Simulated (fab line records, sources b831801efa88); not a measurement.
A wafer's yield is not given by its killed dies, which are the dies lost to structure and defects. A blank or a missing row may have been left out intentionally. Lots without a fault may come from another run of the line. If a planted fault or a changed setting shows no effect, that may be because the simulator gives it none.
Matching of chambers / flow gf180mcu / pecvd-02 running GF_V3_CVD_02: 3 sister chambers
The step deposits SiO2 from TEOS, target thk 850 nm, time 94.851 s. 6 wafers are shown with their chamber, then 7 later ones without.

WAFERS, EACH WITH ITS CHAMBER
wafer=L078.4; chamber=0; heater-power-w (W)=770
wafer=L091.3; chamber=0; heater-power-w (W)=781
wafer=L093.3; chamber=1; heater-power-w (W)=590
wafer=L093.6; chamber=1; heater-power-w (W)=606
wafer=L094.2; chamber=2; heater-power-w (W)=502
wafer=L094.4; chamber=2; heater-power-w (W)=559

WAFERS WITH NO CHAMBER GIVEN
wafer=L094.5; heater-power-w (W)=573
wafer=L096.1; heater-power-w (W)=773
wafer=L096.2; heater-power-w (W)=600
wafer=L096.3; heater-power-w (W)=598
wafer=L096.4; heater-power-w (W)=637
wafer=L096.5; heater-power-w (W)=467
wafer=L096.6; heater-power-w (W)=628

THE CHAMBER EACH PASSED THROUGH
wafer=L094.5; from the rows above=can't be placed: 1 or 2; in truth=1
wafer=L096.1; from the rows above=0; in truth=0
wafer=L096.2; from the rows above=1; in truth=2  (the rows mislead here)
wafer=L096.3; from the rows above=1; in truth=1
wafer=L096.4; from the rows above=1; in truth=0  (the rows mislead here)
wafer=L096.5; from the rows above=2; in truth=2
wafer=L096.6; from the rows above=1; in truth=1
Correct placement for 4 of the 7. Can't be placed from these rows: 1 (the true chamber is among the candidates in 1). Number placed wrongly: 2.
How it was worked out, from the rows above alone: a wafer's distance from a chamber is the root of the sum, over the readings, of the square of ((its reading less the chamber's mean) divided by the reading's scatter). If the next closest chamber is less than 2 further off than the closest, the wafer can't be placed; otherwise it belongs to the closest. Each chamber's mean is taken over the wafers shown for it. The scatter: the root of (the sum of the squares of (reading less its chamber's mean) over the shown wafers, divided by (wafers less chambers)).
